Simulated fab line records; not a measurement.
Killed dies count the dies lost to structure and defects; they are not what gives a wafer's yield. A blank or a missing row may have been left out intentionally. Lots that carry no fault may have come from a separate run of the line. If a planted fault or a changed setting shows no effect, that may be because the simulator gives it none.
Matching of chambers    flow sfq_line    pecvd-01 running SFQ_TRILAYER_I3_DEP_PECVD_081: 3 sister chambers
The step deposits SiO2 from SiH4/N2O, time 111.11 s, target thk 500 nm. 16 wafers are shown with their chamber, then 8 later ones without.

EACH WAFER AND ITS CHAMBER
wafer   chamber  throttle_valve_pct (%)  heater_power_w (W)  heater_power_outer_w (W)
L358.1  0        23.9                    106                 39
L358.4  1        23.7                    64                  12
L358.6  0        23.8                    107                 40
L360.3  0        24.0                    103                 37
L360.4  1        23.4                    65                  11
L360.6  0        23.9                    105                 38
L361.1  0        23.8                    95                  31
L361.3  2        23.2                    83                  32
L361.4  1        23.6                    80                  23
L368.1  0        24.1                    109                 41
L368.3  0        24.0                    113                 41
L368.4  1        23.6                    80                  22
L369.1  0        24.1                    108                 40
L369.2  1        23.7                    74                  19
L369.4  0        24.1                    108                 40
L371.2  2        23.1                    82                  32

SIGNATURES (averages over the wafers above)
reading               chamber 0  chamber 1  chamber 2  scatter within a chamber
throttle_valve_pct    23.967     23.600     23.150     0.119
heater_power_w        106.00     72.60      82.50      5.83
heater_power_outer_w  38.56      17.40      32.00      3.96
Rule: for a wafer and a chamber, the distance is found by dividing, reading by reading, the gap between the wafer's reading and the chamber's mean by the reading's scatter, squaring, summing and taking the root. The wafer belongs to the nearest chamber; if the next one is less than 2 further off, it can't be placed. The scatter: take each reading less its chamber's mean, square it, sum over the shown wafers, divide by the number of wafers less the number of chambers, and take the root.

WAFERS MISSING THEIR CHAMBER
wafer   throttle_valve_pct (%)  heater_power_w (W)  heater_power_outer_w (W)
L371.4  23.2                    84                  33
L371.6  24.1                    109                 40
L377.1  24.2                    70                  15
L377.3  23.2                    86                  36
L377.6  23.2                    72                  24
L379.2  23.4                    81                  32
L379.4  24.1                    80                  23
L379.5  24.2                    107                 42

THE CHAMBER EACH PASSED THROUGH
wafer   from the rows above      in truth
L371.4  2                        2
L371.6  0                        0
L377.1  1                        1
L377.3  2                        2
L377.6  can't be placed: 2 or 1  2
L379.2  2                        2
L379.4  can't be placed: 1 or 0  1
L379.5  0                        0
Placed correctly: 6 of 8. Not placeable from these rows: 2 (in 2, the candidates include the true chamber). Placed wrongly: 0.
